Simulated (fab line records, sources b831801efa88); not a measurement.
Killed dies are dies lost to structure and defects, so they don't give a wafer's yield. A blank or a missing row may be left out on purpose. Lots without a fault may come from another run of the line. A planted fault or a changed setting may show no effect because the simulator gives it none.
Which tool did it? | flow gf180mcu | 14 lots, 39 wafers sampled, at 3 steps of a route of 602

WHAT THE GAUGES READ, wafer by wafer
GF_STI_THK_MEAS_02. Usual: STI_OXIDATION_THK 9.99 nm, standard deviation 0.19.
lot  | measured    | on            | STI_OXIDATION_THK (nm) | flag
L801 | day 1 11:31 | film_metro-03 | 9.80 9.79 9.66         |
L802 | day 1 16:32 | film_metro-02 | 9.89 9.90 9.95         |
L803 | day 1 21:31 | film_metro-01 | 10.17 9.97 10.18       |
L804 | day 2 02:52 | film_metro-03 | 10.31 10.18 10.27      |
L805 | day 2 07:31 | film_metro-02 | 10.03 10.09 10.19      |
L808 | day 2 22:47 | film_metro-03 | 9.74 9.87              |
L809 | day 3 04:46 | film_metro-02 | 9.88 9.93              |
L810 | day 3 08:46 | film_metro-01 | 10.18 9.95             |
L816 | day 4 15:22 | film_metro-02 | 10.14 10.10 10.16      |
L817 | day 4 19:31 | film_metro-01 | 10.20 10.17 10.35      |
L821 | day 5 15:31 | film_metro-02 | 10.42 10.33 10.34      |
L822 | day 5 20:31 | film_metro-02 | 9.66 9.90 9.97         |
L823 | day 6 02:01 | film_metro-01 | 9.95 9.88 9.87         |
L824 | day 6 07:07 | film_metro-02 | 9.97 9.80 9.90         |

GF_STI_CD_MEAS_12: target cd 220 nm. Usual: cd_nm 220.2 nm, standard deviation 1.4.
lot  | measured    | on        | cd_nm (nm)        | flag
L801 | day 2 01:13 | cd_sem-01 | 220.0 220.4 220.1 |
L802 | day 2 06:16 | cd_sem-02 | 219.7 220.3 219.0 |
L803 | day 2 10:57 | cd_sem-01 | 218.1 217.4 217.8 |
L804 | day 2 16:37 | cd_sem-01 | 218.7 218.5 218.5 |
L805 | day 2 21:08 | cd_sem-01 | 223.2 223.7 222.4 |
L808 | day 3 12:46 | cd_sem-02 | 220.7 130.7       | OFF
L809 | day 3 19:34 | cd_sem-01 | 131.7 131.6       | OFF
L810 | day 4 00:31 | cd_sem-01 | 128.9 129.5       | OFF
L816 | day 5 06:37 | cd_sem-02 | 220.1 217.9 219.5 |
L817 | day 5 11:16 | cd_sem-02 | 219.7 220.3 219.8 |
L821 | day 6 08:24 | cd_sem-02 | 218.8 217.9 218.5 |
L822 | day 6 12:55 | cd_sem-01 | 223.7 223.2 222.1 |
L823 | day 6 18:53 | cd_sem-02 | 220.9 220.2 220.1 |
L824 | day 7 00:19 | cd_sem-01 | 218.8 220.1 220.7 |

WHICH TOOL RAN EACH LOT (tool, then ch and the chambers of the sampled wafers, then the start)
lot  | GF_STI_EXPOSE_09
L801 | krf_scanner-02 ch 0, day 1 19:47
L802 | krf_scanner-01 ch 0, day 2 00:17
L803 | krf_scanner-02 ch 0, day 2 04:54
L804 | krf_scanner-01 ch 0, day 2 11:17
L805 | krf_scanner-02 ch 0, day 2 15:39
L808 | krf_scanner-02 ch 0, day 3 07:22
L809 | krf_scanner-02 ch 0, day 3 13:34
L810 | krf_scanner-02 ch 0, day 3 18:16
L816 | krf_scanner-01 ch 0, day 5 00:04
L817 | krf_scanner-01 ch 0, day 5 04:31
L821 | krf_scanner-02 ch 0, day 6 01:05
L822 | krf_scanner-01 ch 0, day 6 05:45
L823 | krf_scanner-01 ch 0, day 6 11:25
L824 | krf_scanner-01 ch 0, day 6 16:52
- GF_STI_EXPOSE_09: exposes mask COMP, target cd 220 nm.

WHAT THE TOOLS THEMSELVES READ (means of the sampled wafers that have a number; where no wafer has one, the mark that the record gives instead)
The record holds no such reading with a usual standard deviation.

THE ANSWER, worked out from the rows above alone
Rule: a lot is off if the mean of its wafers that have a number lies more than 3 standard deviations from the usual mean. A lot without any number at a reading at which 4 lots or more have one is off too. The other lots that the step has rows for count as sound. The gauges are gone through in route order, then the tools' own readings, and for those a lot's mean is taken as printed above. The first step at which some lot is off is used, and at that step the reading that is off furthest; a lot without a number counts as furthest.
Off: L808, L809, L810, at GF_STI_CD_MEAS_12 (cd_nm).
A tool fits if, at a process step before that reading, it ran every lot that is off, and no sound lot after the first of them. The gauges at GF_STI_CD_MEAS_12 are tried like those tools. None of those tried fits.

WHAT THE SIMULATOR HAD PUT IN
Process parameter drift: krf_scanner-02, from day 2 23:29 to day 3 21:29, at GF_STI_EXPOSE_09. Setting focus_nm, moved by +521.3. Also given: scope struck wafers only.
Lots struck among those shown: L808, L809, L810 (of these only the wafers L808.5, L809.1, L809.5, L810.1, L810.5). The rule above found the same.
